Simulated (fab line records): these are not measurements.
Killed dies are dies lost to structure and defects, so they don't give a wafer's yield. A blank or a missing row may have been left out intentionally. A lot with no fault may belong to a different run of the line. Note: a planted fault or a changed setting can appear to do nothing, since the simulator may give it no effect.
Matching of chambers    flow sky130    4 sister chambers for SKY_VIA1_CMP_02 on cmp-01
The step polishes SiO2. 8 wafers are shown with their chamber, then 12 later ones without.

WAFERS WITH THEIR CHAMBER
wafer   chamber  motor current A (A)
L079.6  2        11.3
L080.5  0        12.9
L083.3  3        12.4
L083.5  2        11.2
L083.6  1        10.0
L087.1  1        10.5
L087.2  3        12.1
L087.5  0        12.1

WAFERS WITHOUT THEIR CHAMBER
wafer   motor current A (A)
L090.2  10.8
L090.3  11.1
L090.6  12.2
L090.1  12.5
L090.4  11.8
L090.5  10.4
L091.2  11.0
L091.3  11.7
L091.5  10.2
L092.1  10.5
L092.2  11.0
L092.6  11.8

WHICH CHAMBER EACH ONE RAN IN
wafer   from the rows above           in truth
L090.2  can't be placed: 2 or 1       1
L090.3  can't be placed: 2 or 1       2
L090.6  can't be placed: 3 or 0       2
L090.1  can't be placed: 0 or 3       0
L090.4  can't be placed: 3 or 2 or 0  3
L090.5  can't be placed: 1 or 2       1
L091.2  can't be placed: 2 or 1       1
L091.3  can't be placed: 2 or 3 or 0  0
L091.5  1                             1
L092.1  can't be placed: 1 or 2       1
L092.2  can't be placed: 2 or 1       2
L092.6  can't be placed: 3 or 2 or 0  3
Correctly placed: 1 of 12. Cannot be placed on the basis of these rows: 11; the candidates contain the true chamber in 10. 0 placed wrongly.
How it was worked out, from the rows above alone: a wafer's distance from a chamber is the root of the sum, over the readings, of the square of ((its reading less the chamber's mean) divided by the reading's scatter). If the next closest chamber is less than 2 further off than the closest, the wafer can't be placed; otherwise it belongs to the closest. For every chamber, the mean is computed from those of its wafers that are shown. The scatter is the square root of a quotient: the sum, over the shown wafers, of each reading's squared deviation from its chamber's mean, divided by wafers minus chambers.
